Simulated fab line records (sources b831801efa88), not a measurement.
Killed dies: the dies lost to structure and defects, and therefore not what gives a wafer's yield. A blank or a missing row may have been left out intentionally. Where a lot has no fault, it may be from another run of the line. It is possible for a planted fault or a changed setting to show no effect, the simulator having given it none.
Which of the tools did it? | flow gf180mcu | 39 wafers from 13 lots sampled at 4 of the route's 602 steps

## WHAT EACH GAUGE READ, for each wafer
GF_TOP_METAL_OVL_MEAS_15. Usual: TOP_METAL_OVL gives -0.3 nm (standard deviation 1.5).
lot  | measured     | on         | TOP_METAL_OVL (nm) | flag
L155 | day 28 06:25 | overlay-02 | 0.3 -0.3 -0.5      |
L158 | day 29 08:02 | overlay-02 | 0.1 -0.8 -0.8      |
L159 | day 29 17:37 | overlay-02 | -1.0 0.4 -3.0      |
L160 | day 29 20:41 | overlay-01 | 1.9 3.3 3.6        |
L162 | day 30 11:38 | overlay-01 | -0.6 1.3 -0.3      |
L165 | day 31 10:26 | overlay-01 | 0.1 -0.5 0.2       |
L164 | day 31 12:17 | overlay-01 | 1.9 -0.8 0.3       |
L166 | day 31 21:02 | overlay-01 | -1.1 0.7 -0.2      |
L169 | day 32 13:47 | overlay-02 | -1.7 -1.4 -1.3     |
L171 | day 33 03:41 | overlay-02 | -2.3 -2.7 -1.9     |
L172 | day 33 08:14 | overlay-01 | 1.8 0.4 1.2        |
L173 | day 33 09:17 | overlay-01 | 0.5 0.5 -0.8       |
L174 | day 33 15:31 | overlay-02 | -2.7 -2.4 -3.1     |

## WHAT TOOL EACH LOT RAN ON (gives the tool, then ch and the chambers of the sampled wafers, and finally the start)
lot  | GF_V4_CVD_02                    | GF_V5_CVD_23                  | GF_V5_CMP_26
L155 | pecvd-04 ch 0,2, day 23 15:55   | cvd_w-01 ch 0,1, day 27 09:42 | cmp-02 ch 0,1,2, day 27 10:00
L158 | pecvd-01 ch 0,1,2, day 24 21:05 | cvd_w-02 ch 0,1, day 28 12:33 | cmp-02 ch 0,1,3, day 28 12:51
L159 | pecvd-01 ch 0,1,2, day 25 06:37 | cvd_w-02 ch 0,1, day 28 21:42 | cmp-02 ch 1,2,3, day 28 21:59
L160 | pecvd-04 ch 0,1, day 25 10:34   | cvd_w-01 ch 0,1, day 29 00:44 | cmp-02 ch 1,2,3, day 29 01:06
L162 | pecvd-02 ch 0,1, day 26 03:18   | cvd_w-01 ch 0,1, day 29 15:35 | cmp-02 ch 0,2, day 29 15:56
L165 | pecvd-01 ch 1,2, day 27 06:36   | cvd_w-01 ch 0, day 30 16:03   | cmp-02 ch 1,2, day 30 16:24
L164 | pecvd-02 ch 0,2, day 27 08:11   | cvd_w-02 ch 0, day 30 17:21   | cmp-02 ch 1,2, day 30 17:38
L166 | pecvd-01 ch 0,1, day 27 17:08   | cvd_w-01 ch 0,1, day 31 01:59 | cmp-02 ch 0,2, day 31 02:25
L169 | pecvd-04 ch 0,1, day 28 15:15   | cvd_w-01 ch 0,1, day 31 20:08 | cmp-01 ch 1,2,3, day 31 20:32
L171 | pecvd-01 ch 0,1, day 29 05:38   | cvd_w-01 ch 0,1, day 32 10:57 | cmp-02 ch 0,1,3, day 32 11:20
L172 | pecvd-01 ch 1,2, day 29 12:29   | cvd_w-01 ch 0,1, day 32 15:27 | cmp-02 ch 0,1, day 32 15:44
L173 | pecvd-04 ch 0,1,2, day 29 12:59 | cvd_w-02 ch 0,1, day 32 16:51 | cmp-01 ch 0,1, day 32 17:08
L174 | pecvd-02 ch 0,2, day 29 20:44   | cvd_w-01 ch 0,1, day 32 22:35 | cmp-01 ch 0,1,2, day 32 22:56
- GF_V4_CVD_02: deposits SiO2 from TEOS, target thk 850 nm, time 94.851 s.
- GF_V5_CVD_23: deposits W, target thk 350 nm, time 104.9 s.
- GF_V5_CMP_26: polishes, stops on SiO2, t overpolish 15 s, target thk 0 nm.

## WHAT THE TOOLS THEMSELVES READ (means of the sampled wafers that have a number; where no wafer has one, the mark that the record gives instead)
GF_V4_CVD_02. Usual: heater_power_outer_w 378 W, standard deviation 63; heater_power_w 664 W, standard deviation 93.
lot  | tool     | heater_power_outer_w (W) | heater_power_w (W) | flag
L155 | pecvd-04 | 405                      | 657                |
L158 | pecvd-01 | 387                      | 665                |
L159 | pecvd-01 | 404                      | 678                |
L160 | pecvd-04 | 391                      | 626                |
L162 | pecvd-02 | 357                      | 660                |
L165 | pecvd-01 | 335                      | 570                |
L164 | pecvd-02 | 402                      | 693                |
L166 | pecvd-01 | 358                      | 599                |
L169 | pecvd-04 | 365                      | 630                |
L171 | pecvd-01 | 369                      | 630                |
L172 | pecvd-01 | 305                      | 544                |
L173 | pecvd-04 | 369                      | 637                |
L174 | pecvd-02 | 367                      | 661                |

GF_V5_CVD_23. Usual: heater_power_outer_w 549 W, standard deviation 24; heater_power_w 883 W, standard deviation 50.
lot  | tool     | heater_power_outer_w (W) | heater_power_w (W) | flag
L155 | cvd_w-01 | 556                      | 926                |
L158 | cvd_w-02 | 524                      | 829                |
L159 | cvd_w-02 | 540                      | 821                |
L160 | cvd_w-01 | 562                      | 924                |
L162 | cvd_w-01 | 565                      | 923                |
L165 | cvd_w-01 | 565                      | 930                |
L164 | cvd_w-02 | 499                      | 807                |
L166 | cvd_w-01 | 567                      | 920                |
L169 | cvd_w-01 | 565                      | 914                |
L171 | cvd_w-01 | 562                      | 933                |
L172 | cvd_w-01 | 566                      | 919                |
L173 | cvd_w-02 | 549                      | 834                |
L174 | cvd_w-01 | 559                      | 941                |

GF_V5_CMP_26. Usual: motor_current_A 11.1 A, standard deviation 1.1; overpolish_run_s 14.999 s, standard deviation 0.0084; time_to_endpoint_s 85 s, standard deviation 3.6.
lot  | tool   | motor_current_A (A) | overpolish_run_s (s) | time_to_endpoint_s (s) | flag
L155 | cmp-02 | 11.2                | 15.002               | 88                     |
L158 | cmp-02 | 10.5                | 15.000               | 82                     |
L159 | cmp-02 | 12.0                | 15.001               | 89                     |
L160 | cmp-02 | 11.3                | 14.991               | 91                     |
L162 | cmp-02 | 10.9                | 15.000               | 86                     |
L165 | cmp-02 | 12.0                | 15.003               | 88                     |
L164 | cmp-02 | 11.8                | 14.997               | 87                     |
L166 | cmp-02 | 10.1                | 14.993               | 86                     |
L169 | cmp-01 | 10.9                | 14.995               | 85                     |
L171 | cmp-02 | 10.6                | 15.006               | 85                     |
L172 | cmp-02 | 10.9                | 14.993               | 86                     |
L173 | cmp-01 | 11.8                | 15.005               | 80                     |
L174 | cmp-01 | 10.9                | 14.999               | 81                     |

## THE ANSWER, worked out from the rows above alone
Rule: a lot counts as off when the mean over its wafers that have a number is more than 3 standard deviations away from the usual mean. A lot without any number at a reading at which 4 lots or more have one is off too. The other lots that the step has rows for count as sound. Order of review: gauges by route order, followed by the tools' own readings, for which a lot's mean as printed above is used. The first step at which some lot is off is used, and at that step the reading that is off furthest; a lot without a number counts as furthest.
Across all readings shown, no lot is off: no conclusion can be drawn from this.

## WHAT THE SIMULATOR HAD INSERTED
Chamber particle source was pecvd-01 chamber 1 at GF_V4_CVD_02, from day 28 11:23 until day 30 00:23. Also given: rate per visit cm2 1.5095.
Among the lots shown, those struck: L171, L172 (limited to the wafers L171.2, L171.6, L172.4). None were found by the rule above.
